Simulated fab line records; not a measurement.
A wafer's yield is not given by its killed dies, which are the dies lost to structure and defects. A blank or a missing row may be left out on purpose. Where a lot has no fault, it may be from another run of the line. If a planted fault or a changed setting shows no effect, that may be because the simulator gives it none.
Tool commonality check :: flow sky130 :: Lots sampled 12, wafers sampled 36

THE REASON FOR OPENING IT
At SKY_LDD_LDN_TW_MEAS_13 the reading LDD_LDN_TW is flagged on 2 of 12 lots. Wafers without a fault read 1480, standard deviation 11.
Rule: a lot is flagged in two cases, either no wafer of it has a number, or all its wafers with numbers fall more than 4 standard deviations from that mean. All remaining lots are regarded as sound.

lot: L322
measured: day 23 00:56
on: film_metro-04
LDD_LDN_TW, wafer by wafer: 1477 1477 1478
flag: 

lot: L324
measured: day 23 16:50
on: film_metro-02
LDD_LDN_TW, wafer by wafer: 1473 1469 1467
flag: 

lot: L326
measured: day 24 06:58
on: film_metro-01
LDD_LDN_TW, wafer by wafer: 1460 1463 1471
flag: 

lot: L328
measured: day 25 02:01
on: film_metro-02
LDD_LDN_TW, wafer by wafer: 1476 1473 1468
flag: 

lot: L330
measured: day 25 15:37
on: film_metro-02
LDD_LDN_TW, wafer by wafer: 1471 1470 1475
flag: 

lot: L331
measured: day 26 05:34
on: film_metro-04
LDD_LDN_TW, wafer by wafer: 1483 1477 1484
flag: 

lot: L332
measured: day 26 17:43
on: film_metro-04
LDD_LDN_TW, wafer by wafer: 1492 1489 1480
flag: 

lot: L333
measured: day 26 19:34
on: film_metro-04
LDD_LDN_TW, wafer by wafer: 1483 1485 1488
flag: 

lot: L334
measured: day 27 12:06
on: film_metro-04
LDD_LDN_TW, wafer by wafer: 1374 1372 1369
flag: FLAGGED

lot: L336
measured: day 28 00:22
on: film_metro-01
LDD_LDN_TW, wafer by wafer: 1380 1378 1391
flag: FLAGGED

lot: L344
measured: day 30 06:37
on: film_metro-01
LDD_LDN_TW, wafer by wafer: 1486 1481 1492
flag: 

lot: L345
measured: day 30 12:20
on: film_metro-02
LDD_LDN_TW, wafer by wafer: 1464 1467 1465
flag: 
The mean of the flagged lots' numbers is 1377, -103 from the usual (-9 standard deviations).

LOT BY LOT: THE TOOL USED
2 process steps preceding the reading are held in the record, out of 708 steps in the route. In each cell: the tool, then ch and the chambers that the sampled wafers went through, then the start.
lot: L322
flag: 
SKY_LDD_HVN_STRIP_09: plasma_asher-03 ch 0,1, day 20 10:40
SKY_LDD_LDN_IMPLANT_10: implanter-04 ch 0, day 23 00:32

lot: L324
flag: 
SKY_LDD_HVN_STRIP_09: plasma_asher-04 ch 0,1, day 21 02:21
SKY_LDD_LDN_IMPLANT_10: implanter-03 ch 0, day 23 16:26

lot: L326
flag: 
SKY_LDD_HVN_STRIP_09: plasma_asher-01 ch 0,1, day 21 17:07
SKY_LDD_LDN_IMPLANT_10: implanter-02 ch 0, day 24 06:34

lot: L328
flag: 
SKY_LDD_HVN_STRIP_09: plasma_asher-04 ch 0,1, day 22 12:02
SKY_LDD_LDN_IMPLANT_10: implanter-02 ch 0, day 25 01:39

lot: L330
flag: 
SKY_LDD_HVN_STRIP_09: plasma_asher-01 ch 0,1, day 23 02:25
SKY_LDD_LDN_IMPLANT_10: implanter-04 ch 0, day 25 15:13

lot: L331
flag: 
SKY_LDD_HVN_STRIP_09: plasma_asher-03 ch 0,1, day 23 17:43
SKY_LDD_LDN_IMPLANT_10: implanter-03 ch 0, day 26 05:10

lot: L332
flag: 
SKY_LDD_HVN_STRIP_09: plasma_asher-04 ch 0,1, day 24 06:13
SKY_LDD_LDN_IMPLANT_10: implanter-04 ch 0, day 26 17:19

lot: L333
flag: 
SKY_LDD_HVN_STRIP_09: plasma_asher-03 ch 0,1, day 24 08:01
SKY_LDD_LDN_IMPLANT_10: implanter-04 ch 0, day 26 19:10

lot: L334
flag: FLAGGED
SKY_LDD_HVN_STRIP_09: plasma_asher-04 ch 0,1, day 25 03:00
SKY_LDD_LDN_IMPLANT_10: implanter-04 ch 0, day 27 11:42

lot: L336
flag: FLAGGED
SKY_LDD_HVN_STRIP_09: plasma_asher-04 ch 0,1, day 25 16:01
SKY_LDD_LDN_IMPLANT_10: implanter-04 ch 0, day 27 23:59

lot: L344
flag: 
SKY_LDD_HVN_STRIP_09: plasma_asher-04 ch 0,1, day 28 00:00
SKY_LDD_LDN_IMPLANT_10: implanter-03 ch 0, day 30 06:13

lot: L345
flag: 
SKY_LDD_HVN_STRIP_09: plasma_asher-01 ch 0,1, day 28 04:00
SKY_LDD_LDN_IMPLANT_10: implanter-02 ch 0, day 30 11:58
What is done by these steps:
- SKY_LDD_HVN_STRIP_09: strips in O2/N2.
- SKY_LDD_LDN_IMPLANT_10
- SKY_LDD_LDN_TW_MEAS_13

FLAGGED AGAINST TOTAL, ONE TOOL AT A TIME (gauges that did the reading follow at the end)
step: SKY_LDD_HVN_STRIP_09
tool: plasma_asher-01
lots run: 3
flagged: 0
share of the flagged lots: none
sound lots run after its first flagged lot: -

step: SKY_LDD_HVN_STRIP_09
tool: plasma_asher-03
lots run: 3
flagged: 0
share of the flagged lots: none
sound lots run after its first flagged lot: -

step: SKY_LDD_HVN_STRIP_09
tool: plasma_asher-04
lots run: 6
flagged: 2
share of the flagged lots: all
sound lots run after its first flagged lot: 1 (L344)

step: SKY_LDD_LDN_IMPLANT_10
tool: implanter-02
lots run: 3
flagged: 0
share of the flagged lots: none
sound lots run after its first flagged lot: -

step: SKY_LDD_LDN_IMPLANT_10
tool: implanter-03
lots run: 3
flagged: 0
share of the flagged lots: none
sound lots run after its first flagged lot: -

step: SKY_LDD_LDN_IMPLANT_10
tool: implanter-04
lots run: 6
flagged: 2
share of the flagged lots: all
sound lots run after its first flagged lot: 0

step: SKY_LDD_LDN_TW_MEAS_13
tool: film_metro-01
lots run: 3
flagged: 1
share of the flagged lots: some
sound lots run after its first flagged lot: 1 (L344)

step: SKY_LDD_LDN_TW_MEAS_13
tool: film_metro-02
lots run: 4
flagged: 0
share of the flagged lots: none
sound lots run after its first flagged lot: -

step: SKY_LDD_LDN_TW_MEAS_13
tool: film_metro-04
lots run: 5
flagged: 1
share of the flagged lots: some
sound lots run after its first flagged lot: 0

THE TABLE: WHAT IT ALLOWS
2 rows of the table ran every flagged lot: plasma_asher-04 at SKY_LDD_HVN_STRIP_09, implanter-04 at SKY_LDD_LDN_IMPLANT_10.
- plasma_asher-04 at SKY_LDD_HVN_STRIP_09 ran 6 lots, 2 of them flagged. Lots that were sound ran on it after the first flagged one (L344); a persistent fault on the entire tool would not allow that.
- implanter-04 at SKY_LDD_LDN_IMPLANT_10 ran 6 lots, 2 of them flagged. A fault beginning between L333 (day 26 19:10), its last sound lot, and L334 (day 27 11:42), its first flagged one, fits the data. Its own readings lie more than 4 standard deviations out on every wafer of the flagged lots: dose_ions_cm2, faraday_current_uA.
What remains is a single tool, implanter-04 at SKY_LDD_LDN_IMPLANT_10.

WHAT HAD BEEN PUT IN BY THE SIMULATOR
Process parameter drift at SKY_LDD_LDN_IMPLANT_10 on implanter-04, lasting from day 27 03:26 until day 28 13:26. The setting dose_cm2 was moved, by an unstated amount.
Struck lots among those shown: L334, L336. The rule given above showed the same thing.
